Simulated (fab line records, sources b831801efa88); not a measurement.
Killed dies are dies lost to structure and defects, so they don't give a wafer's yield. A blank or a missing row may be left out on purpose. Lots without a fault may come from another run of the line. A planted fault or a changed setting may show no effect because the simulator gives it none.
One fault seen from 2 desks | flow gf180mcu | each desk has only its own numbers; what lay behind them comes last

THE TOOL OWNER'S DESK: plasma_asher-04
The tool's own readings at GF_POLY_GATE_STRIP_14 (strips in O2/N2): means of the sampled wafers that have a number, for each lot that ran on this tool. A lot is out of limits, marked OUT, if its mean lies more than 4 standard deviations from the usual mean; the brackets give that distance.
Columns: A = drypump_motor_current_A at GF_POLY_GATE_STRIP_14, usual 5.6 A; B = heater_power_w at GF_POLY_GATE_STRIP_14, usual 337 W; C = oes_product_au at GF_POLY_GATE_STRIP_14, usual 0.504 a.u.
lot  | first seen here | A   | B   | C
L181 | day 9 12:08     | 5.9 | 340 | 0.504
L184 | day 10 09:13    | 5.8 | 369 | 0.507
L186 | day 10 21:16    | 5.9 | 337 | 0.501
L187 | day 11 07:19    | 6.0 | 344 | 0.507
L192 | day 12 15:50    | 5.9 | 342 | 0.503
L193 | day 12 20:38    | 5.8 | 371 | 0.506
L194 | day 13 08:11    | 5.9 | 344 | 0.505
L195 | day 13 13:41    | 5.9 | 338 | 0.502
This desk's finding: nothing out of limits on any of the 8 lots.

THE METROLOGY DESK
What the gauges read, lot by lot, whatever tool the lot ran on: means of the sampled wafers that have a number. A lot is out of limits, marked OUT, if its mean lies more than 4 standard deviations from the usual mean; the brackets give that distance.
Columns: A = TOP_METAL_ALCU_THK at GF_TOP_METAL_THK_MEAS_06, usual 900 nm
lot  | first seen here | A
L181 | day 27 18:59    | 915
L182 | day 28 09:25    | 888
L184 | day 28 20:59    | 897
L185 | day 29 00:05    | 898
L186 | day 29 07:52    | 896
L187 | day 29 18:52    | 908
L188 | day 29 22:02    | 919
L189 | day 30 06:43    | 902
L190 | day 30 16:32    | 893
L192 | day 30 23:41    | 901
L193 | day 31 02:38    | 910
L194 | day 31 14:13    | 895
L195 | day 31 20:38    | 901
This desk's finding: nothing out of limits on any of the 13 lots.

PUT TOGETHER
The tool owner's desk saw nothing out of limits.
The metrology desk saw nothing out of limits.

WHAT THE SIMULATOR HAD PUT IN
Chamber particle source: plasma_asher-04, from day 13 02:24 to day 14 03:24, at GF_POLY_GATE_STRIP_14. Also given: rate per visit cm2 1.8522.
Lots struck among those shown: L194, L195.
